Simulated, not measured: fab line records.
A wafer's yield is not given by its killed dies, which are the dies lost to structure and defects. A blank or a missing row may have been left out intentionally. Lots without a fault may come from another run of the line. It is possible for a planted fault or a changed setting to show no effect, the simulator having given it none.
Matching of chambers / flow sfq line / cmp-02 running SFQ_TRILAYER_I3_CMP_CMP_082: 4 sister chambers
The step polishes SiO2. 4 wafers are shown with their chamber, then 7 later ones without.

WAFERS PAIRED WITH THEIR CHAMBERS
wafer=L716.3; chamber=3; motor current A (A)=9.0
wafer=L718.6; chamber=2; motor current A (A)=10.7
wafer=L729.2; chamber=0; motor current A (A)=9.6
wafer=L729.3; chamber=1; motor current A (A)=10.2

WAFERS WITHOUT THEIR CHAMBER
wafer=L729.6; motor current A (A)=9.0
wafer=L731.1; motor current A (A)=9.6
wafer=L731.2; motor current A (A)=10.9
wafer=L731.5; motor current A (A)=10.4
wafer=L733.1; motor current A (A)=9.7
wafer=L733.2; motor current A (A)=9.7
wafer=L733.4; motor current A (A)=8.8

EACH ONE'S CHAMBER
wafer=L729.6; from the rows above=3; in truth=3
wafer=L731.1; from the rows above=0; in truth=0
wafer=L731.2; from the rows above=2; in truth=2
wafer=L731.5; from the rows above=can't be placed: 1 or 2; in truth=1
wafer=L733.1; from the rows above=0; in truth=0
wafer=L733.2; from the rows above=0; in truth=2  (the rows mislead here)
wafer=L733.4; from the rows above=3; in truth=3
Correctly placed: 5 of 7. From these rows, 1 cannot be placed; in 1 the true chamber is one of the candidates. Wrongly placed: 1.
How it was worked out, from the rows above alone: a wafer's distance from a chamber is the root of the sum, over the readings, of the square of ((its reading less the chamber's mean) divided by the reading's scatter). If the next closest chamber is less than 2 further off than the closest, the wafer can't be placed; otherwise it belongs to the closest. The mean given for a chamber averages the wafers shown for that chamber. The scatter: root of mean squared gap, hidden wafer to nearest shown wafer, with one shown wafer a chamber.
